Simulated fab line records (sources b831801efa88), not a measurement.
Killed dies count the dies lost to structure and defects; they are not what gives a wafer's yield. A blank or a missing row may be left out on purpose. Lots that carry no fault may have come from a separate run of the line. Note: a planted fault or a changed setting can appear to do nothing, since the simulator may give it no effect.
What tool caused it? + flow sky130 + 33 wafers from 11 lots sampled at 6 of the route's 708 steps

== WHAT EACH GAUGE READ, for each wafer ==
SKY_VT_ADJUST_HVTP_CD_MEAS_07: the cd target is 380 nm. Usual: cd-nm at 379.7 nm, with a standard deviation of 2.4.
| lot  | measured     | on        | cd-nm (nm)        | flag |
|------|--------------|-----------|-------------------|------|
| L789 | day 6 15:55  | cd-sem-02 | 378.6 379.6 378.6 |      |
| L790 | day 6 18:29  | cd-sem-01 | 376.5 378.4 379.7 |      |
| L795 | day 8 05:37  | cd-sem-02 | - - -             | OFF  |
| L794 | day 8 06:10  | cd-sem-01 | 384.2 381.9 381.7 |      |
| L796 | day 8 16:01  | cd-sem-01 | 379.8 380.0 381.3 |      |
| L798 | day 9 01:12  | cd-sem-01 | 378.7 376.4 378.4 |      |
| L806 | day 11 13:32 | cd-sem-01 | 381.9 380.4 381.9 |      |
| L807 | day 11 15:03 | cd-sem-01 | 383.1 382.0 380.3 |      |
| L808 | day 11 16:00 | cd-sem-02 | 381.3 381.6 378.6 |      |
| L809 | day 11 18:44 | cd-sem-01 | 376.1 377.1 378.5 |      |
| L810 | day 12 13:16 | cd-sem-01 | 380.7 383.8 381.4 |      |

SKY_VT_ADJUST_HVTP_TW_MEAS_11. Usual: VT_ADJUST_HVTP_TW typically reads 1355, with standard deviation 14.
| lot  | measured     | on            | VT_ADJUST_HVTP_TW | flag |
|------|--------------|---------------|-------------------|------|
| L789 | day 6 16:19  | film-metro-04 | 1332 1332 1333    |      |
| L790 | day 6 18:53  | film-metro-02 | 1369 1360 1367    |      |
| L795 | day 8 06:01  | film-metro-03 | 30 30 30          | OFF  |
| L794 | day 8 06:34  | film-metro-02 | 1368 1363 1364    |      |
| L796 | day 8 16:23  | film-metro-02 | 1359 1368 1365    |      |
| L798 | day 9 01:35  | film-metro-03 | 1362 1353 1352    |      |
| L806 | day 11 13:56 | film-metro-03 | 1365 1367 1365    |      |
| L807 | day 11 15:27 | film-metro-03 | 1359 1357 1360    |      |
| L808 | day 11 16:24 | film-metro-02 | 1359 1366 1364    |      |
| L809 | day 11 19:08 | film-metro-04 | 1340 1335 1333    |      |
| L810 | day 12 13:40 | film-metro-03 | 1367 1369 1365    |      |

SKY_SONOS_ONO_THK_MEAS_03. Usual: SONOS_ONO_CVD_02_THK typically reads 10.49 nm, with standard deviation 0.17.
| lot  | measured     | on            | SONOS_ONO_CVD_02_THK (nm) | flag |
|------|--------------|---------------|---------------------------|------|
| L789 | day 12 05:11 | film-metro-03 | 10.37 10.46 10.49         |      |
| L790 | day 12 15:42 | film-metro-02 | 10.18 9.96 10.03          |      |
| L795 | day 13 23:05 | film-metro-03 | 10.65 10.75 10.63         |      |
| L794 | day 14 03:43 | film-metro-03 | 10.33 10.29 10.30         |      |
| L796 | day 14 21:46 | film-metro-03 | 10.32 10.33 10.30         |      |
| L798 | day 15 00:35 | film-metro-03 | 10.75 10.67 10.65         |      |
| L806 | day 18 13:01 | film-metro-01 | 10.57 10.73 10.73         |      |
| L807 | day 18 13:02 | film-metro-02 | 10.68 10.66 10.69         |      |
| L808 | day 18 14:32 | film-metro-03 | 10.68 10.52 10.71         |      |
| L809 | day 18 17:51 | film-metro-01 | 10.49 10.54 10.42         |      |
| L810 | day 19 15:29 | film-metro-01 | 10.63 10.62 10.66         |      |

== WHICH TOOL RAN EACH LOT (tool, then ch and the chambers of the sampled wafers, then the start) ==
| lot  | SKY_DNWELL_STRIP_08                 | SKY_VT_ADJUST_HVTP_EXPOSE_04        | SKY_VT_ADJUST_HVTP_STRIP_10          |
|------|-------------------------------------|-------------------------------------|--------------------------------------|
| L789 | plasma-asher-03 ch 0,1, day 3 15:47 | iline-stepper-02 ch 0, day 6 06:32  | plasma-asher-03 ch 1, day 6 16:13    |
| L790 | plasma-asher-02 ch 0,1, day 3 18:11 | iline-stepper-02 ch 0, day 6 09:32  | plasma-asher-03 ch 0,1, day 6 18:46  |
| L795 | plasma-asher-02 ch 0,1, day 5 00:37 | iline-stepper-01 ch 0, day 7 19:26  | plasma-asher-03 ch 0,1, day 8 05:55  |
| L794 | plasma-asher-01 ch 0,1, day 5 01:07 | iline-stepper-01 ch 0, day 7 20:19  | plasma-asher-03 ch 0, day 8 06:28    |
| L796 | plasma-asher-03 ch 0,1, day 5 09:01 | iline-stepper-02 ch 0, day 8 05:18  | plasma-asher-03 ch 0,1, day 8 16:19  |
| L798 | plasma-asher-03 ch 0,1, day 5 15:23 | iline-stepper-01 ch 0, day 8 14:08  | plasma-asher-01 ch 0,1, day 9 01:29  |
| L806 | plasma-asher-02 ch 0,1, day 7 13:26 | iline-stepper-01 ch 0, day 11 00:53 | plasma-asher-04 ch 0,1, day 11 13:50 |
| L807 | plasma-asher-03 ch 0,1, day 7 17:34 | iline-stepper-02 ch 0, day 11 02:08 | plasma-asher-01 ch 0,1, day 11 15:20 |
| L808 | plasma-asher-01 ch 0,1, day 7 21:50 | iline-stepper-02 ch 0, day 11 03:51 | plasma-asher-01 ch 0,1, day 11 16:17 |
| L809 | plasma-asher-02 ch 0,1, day 8 04:00 | iline-stepper-01 ch 0, day 11 06:27 | plasma-asher-03 ch 0,1, day 11 19:02 |
| L810 | plasma-asher-03 ch 0,1, day 8 10:05 | iline-stepper-01 ch 0, day 12 00:41 | plasma-asher-04 ch 0, day 12 13:34   |
- SKY_DNWELL_STRIP_08: strips in O2/N2.
- SKY_VT_ADJUST_HVTP_EXPOSE_04: exposes mask HVTPM, target cd 380 nm.
- SKY_VT_ADJUST_HVTP_STRIP_10: strips in O2/N2.

== WHAT THE TOOLS THEMSELVES READ (means of the sampled wafers that have a number; where no wafer has one, the mark that the record gives instead) ==
SKY_DNWELL_STRIP_08. Usual: drypump-motor-current-A 6.0 A, standard deviation 0.47; oes-product-au 0.723 a.u., standard deviation 0.0045; strip-time-to-endpoint-s 36.93 s, standard deviation 0.1.
| lot  | tool            | drypump-motor-current-A (A) | oes-product-au (a.u.) | strip-time-to-endpoint-s (s) | flag |
|------|-----------------|-----------------------------|-----------------------|------------------------------|------|
| L789 | plasma-asher-03 | 5.4                         | 0.722                 | 37.02                        |      |
| L790 | plasma-asher-02 | 6.4                         | 0.719                 | 36.80                        |      |
| L795 | plasma-asher-02 | 6.4                         | 0.721                 | 36.91                        |      |
| L794 | plasma-asher-01 | 6.0                         | 0.722                 | 37.03                        |      |
| L796 | plasma-asher-03 | 5.5                         | 0.724                 | 36.95                        |      |
| L798 | plasma-asher-03 | 5.5                         | 0.731                 | 37.03                        |      |
| L806 | plasma-asher-02 | 6.4                         | 0.723                 | 36.94                        |      |
| L807 | plasma-asher-03 | 5.4                         | 0.723                 | 36.89                        |      |
| L808 | plasma-asher-01 | 5.9                         | 0.726                 | 36.95                        |      |
| L809 | plasma-asher-02 | 6.3                         | 0.724                 | 37.05                        |      |
| L810 | plasma-asher-03 | 5.4                         | 0.720                 | 36.92                        |      |

SKY_VT_ADJUST_HVTP_EXPOSE_04. Usual: focus-offset-nm at 0.1 nm, with a standard deviation of 0.53.
| lot  | tool             | focus-offset-nm (nm) | flag |
|------|------------------|----------------------|------|
| L789 | iline-stepper-02 | 0.1                  |      |
| L790 | iline-stepper-02 | 0.2                  |      |
| L795 | iline-stepper-01 | 0.2                  |      |
| L794 | iline-stepper-01 | 0.6                  |      |
| L796 | iline-stepper-02 | -0.5                 |      |
| L798 | iline-stepper-01 | 0.1                  |      |
| L806 | iline-stepper-01 | 0.6                  |      |
| L807 | iline-stepper-02 | 0.6                  |      |
| L808 | iline-stepper-02 | -0.7                 |      |
| L809 | iline-stepper-01 | -0.6                 |      |
| L810 | iline-stepper-01 | -0.2                 |      |

SKY_VT_ADJUST_HVTP_STRIP_10. Usual: drypump-motor-current-A 5.6 A, standard deviation 0.32; oes-product-au 0.716 a.u., standard deviation 0.0045; strip-time-to-endpoint-s 14.19 s, standard deviation 0.036.
| lot  | tool            | drypump-motor-current-A (A) | oes-product-au (a.u.) | strip-time-to-endpoint-s (s) | flag |
|------|-----------------|-----------------------------|-----------------------|------------------------------|------|
| L789 | plasma-asher-03 | 5.7                         | 0.720                 | 14.16                        |      |
| L790 | plasma-asher-03 | 5.4                         | 0.716                 | 14.17                        |      |
| L795 | plasma-asher-03 | 5.4                         | 0.713                 | 14.20                        |      |
| L794 | plasma-asher-03 | 5.2                         | 0.717                 | 14.16                        |      |
| L796 | plasma-asher-03 | 5.4                         | 0.713                 | 14.16                        |      |
| L798 | plasma-asher-01 | 5.8                         | 0.716                 | 14.20                        |      |
| L806 | plasma-asher-04 | 5.5                         | 0.715                 | 14.24                        |      |
| L807 | plasma-asher-01 | 6.0                         | 0.715                 | 14.20                        |      |
| L808 | plasma-asher-01 | 6.0                         | 0.719                 | 14.18                        |      |
| L809 | plasma-asher-03 | 5.4                         | 0.713                 | 14.21                        |      |
| L810 | plasma-asher-04 | 5.2                         | 0.711                 | 14.23                        |      |

== THE ANSWER, worked out from the rows above alone ==
Rule: lot off if the mean of its wafers having a number is beyond 3 standard deviations from the usual mean. A lot without any number at a reading at which 4 lots or more have one is off too. Any other lot the step has rows for is counted as sound. First the gauges in route order, then the tools' own readings, where a lot's mean is used as printed above. At the first step where some lot is off, the reading lying furthest off is the one used; lots without a number count as furthest.
Off: L795 (SKY_VT_ADJUST_HVTP_CD_MEAS_07, cd-nm). Without a number there: L795.
A tool fits if, at a process step before that reading, it ran every lot that is off, and no sound lot after the first of them. Not tried: the gauges at SKY_VT_ADJUST_HVTP_CD_MEAS_07; whatever is off there is also off at SKY_VT_ADJUST_HVTP_TW_MEAS_11, on other tools, and gauge error can't account for it. Of those tried, none fits.

== WHAT HAD BEEN PUT IN BY THE SIMULATOR ==
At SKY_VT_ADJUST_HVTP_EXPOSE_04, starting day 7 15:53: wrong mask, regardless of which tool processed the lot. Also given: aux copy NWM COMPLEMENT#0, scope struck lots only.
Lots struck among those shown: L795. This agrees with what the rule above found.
